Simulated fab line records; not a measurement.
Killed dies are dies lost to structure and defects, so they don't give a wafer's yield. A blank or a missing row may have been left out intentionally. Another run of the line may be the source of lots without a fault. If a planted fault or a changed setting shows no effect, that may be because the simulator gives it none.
Matching of chambers | flow sky130 | 4 sister chambers for SKY_CONTACT_ETCH_16 on rie-diel-02
The step etches BARC in N2/H2, stops on SiO2, time 45.9 s, target depth 60 nm. 4 wafers are shown with their chamber, then 8 later ones without.

== EACH WAFER AND ITS CHAMBER ==
wafer  | chamber | drypump-motor-current-A (A)
L371.4 | 0       | 6.2
L374.5 | 1       | 6.7
L374.6 | 2       | 4.9
L376.3 | 3       | 6.4

== WAFERS WITH NO CHAMBER GIVEN ==
wafer  | drypump-motor-current-A (A)
L376.4 | 6.2
L376.6 | 4.9
L380.2 | 4.9
L380.5 | 4.9
L380.6 | 6.8
L382.1 | 4.9
L382.3 | 6.3
L382.6 | 6.2

== THE CHAMBER EACH PASSED THROUGH ==
wafer  | from the rows above     | in truth
L376.4 | 0                       | 0
L376.6 | 2                       | 2
L380.2 | 2                       | 2
L380.5 | 2                       | 2
L380.6 | 1                       | 1
L382.1 | 2                       | 2
L382.3 | can't be placed: 0 or 3 | 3
L382.6 | 0                       | 0
7 of 8 placed correctly. Unplaceable from these rows: 1, with the true chamber sitting among the candidates in 1. Placed wrongly: 0.
How it was worked out, from the rows above alone: a wafer's distance from a chamber is the root of the sum, over the readings, of the square of ((its reading less the chamber's mean) divided by the reading's scatter). The wafer belongs to the nearest chamber; if the next one is less than 2 further off, it can't be placed. A chamber's mean is the mean of its shown wafers. The scatter: root of mean squared gap, hidden wafer to nearest shown wafer, with one shown wafer a chamber.
